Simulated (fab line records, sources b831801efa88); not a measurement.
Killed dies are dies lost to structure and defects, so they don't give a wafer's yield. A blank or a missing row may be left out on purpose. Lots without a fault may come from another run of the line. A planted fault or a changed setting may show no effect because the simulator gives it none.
A struck lot beside a sound one | flow sfq_line | 14 steps out of a route of 325
Sound: wafers L878.1, L878.4, L878.6. Struck: wafers L890.3, L890.4, L890.6. The cause comes at the end.
At each step with rows: each side's tool, then ch and its chambers, then its first start. Under that, the readings that differ: sound wafers | struck wafers | difference of the means | sigmas: that difference in standard deviations of wafers without a fault.
alike: readings whose means differ by less than 2 such deviations, and words and numbers that are the same on both sides. not compared: withheld readings, readings that some wafer has no value for, bounds like >300 that may hide the same value, and numbers for which the record gives no deviation and whose values overlap.
The two part at a step that has a row with sigmas, a row that says differs or no value, or rows on one side only. Numbers that don't overlap but have no deviation are shown without sigmas and don't part them. A reading that every wafer of one side lacks parts them only if that side has two wafers or more.

first, 2 steps without rows for these wafers: SFQ_TRILAYER_M5_LITHO_PEB_126 (peb time 60 s); SFQ_TRILAYER_M5_LITHO_DEVELOP_125 (time 60 s).
SFQ_M5_OVL_MEAS_932:
  sound on overlay-02, day 54 16:07; struck on overlay-02, day 60 04:19
  alike: M5_OVL
SFQ_TRILAYER_M5_BARC_OPEN_METAL_ETCH_161: etches BARC in O2, target depth 125 nm, time 41.7 s.
  sound on rie_metal-04 ch 0,1, day 54 16:10; struck on rie_metal-01 ch 0,1, day 60 04:21
  alike: drypump_motor_current_A, oes_product_au, rf_fwd_power_W
  not compared: rf_hours_counter_h
SFQ_TRILAYER_M5_ETCH_METAL_ETCH_126: etches Nb in Cl2/BCl3, stops on SiO2, time 203.2 s, target depth 265 nm.
  sound on rie_metal-04 ch 0,1, day 54 16:13; struck on rie_metal-01 ch 0,1, day 60 04:28
  alike: drypump_motor_current_A, oes_product_au, rf_fwd_power_W
  not compared: rf_hours_counter_h
then, 2 steps without rows for these wafers: SFQ_TRILAYER_M5_STRIP_STRIP_127 (strips in O2); SFQ_TRILAYER_M5_STRIP_SOLV_CLEAN_128 (cleans in NMP, time 600 s).
SFQ_TRILAYER_A5B_DEP_PECVD_129: deposits SiO2 from SiH4/N2O, time 133.33 s, target thk 600 nm.
  sound on pecvd-04 ch 1,2, day 54 17:11; struck on pecvd-03 ch 0,2, day 60 05:23
  reading            | sound    | struck     | difference | sigmas
  heater_power_w (W) | 62 77 53 | 119 105 89 | +40        | +2
  alike: rf_fwd_power_W, throttle_valve_pct
SFQ_TRILAYER_A5B_CMP_CMP_130: polishes, stops on Nb, target thk 340.7 nm.
  sound on cmp-02 ch 0,2,3, day 54 23:35; struck on cmp-02 ch 1,3, day 60 11:08
  alike: head_pressure_psi, motor_current_A
SFQ_TRILAYER_A5B_METRO_MEASURE_131:
  sound on film_metro-01, day 55 02:35; struck on film_metro-01, day 60 14:02
  alike: thk_nm
then, 2 steps without rows for these wafers: SFQ_TRILAYER_R5_DEP_SPUTTER_132 (material Ti, target thk 5 nm, time 5 s); SFQ_TRILAYER_R5_DEP_SPUTTER_133 (material MoNx, target thk 40 nm, time 66.7 s).
SFQ_TRILAYER_R5_DEP_SPUTTER_134: material Ti, target thk 5 nm, time 5 s.
  sound on pvd_sputter-05, day 55 03:52; struck on pvd_sputter-05, day 60 14:55
  reading                                             | sound           | struck            | difference | sigmas
  model.Ti_of_TRILAYER_R5_DEP_SPUTTER_134.thk_nm (nm) | 5.145 5.3 5.231 | 3.908 4.042 4.045 | -1.227     |
  alike: chamber_pressure_pa, throttle_valve_pct
SFQ_R5_RS_MEAS_933: measures by four-point-probe.
  sound on film_metro-04, day 55 03:53; struck on film_metro-04, day 60 14:59
  alike: R5_MONX_RS

WHERE THEY PART
Only at SFQ_TRILAYER_A5B_DEP_PECVD_129, within this record. Later steps at which nothing parts them and some readings are alike: SFQ_TRILAYER_A5B_CMP_CMP_130, SFQ_TRILAYER_A5B_METRO_MEASURE_131, SFQ_TRILAYER_R5_DEP_SPUTTER_134, SFQ_R5_RS_MEAS_933.

WHY: what the simulator had put in
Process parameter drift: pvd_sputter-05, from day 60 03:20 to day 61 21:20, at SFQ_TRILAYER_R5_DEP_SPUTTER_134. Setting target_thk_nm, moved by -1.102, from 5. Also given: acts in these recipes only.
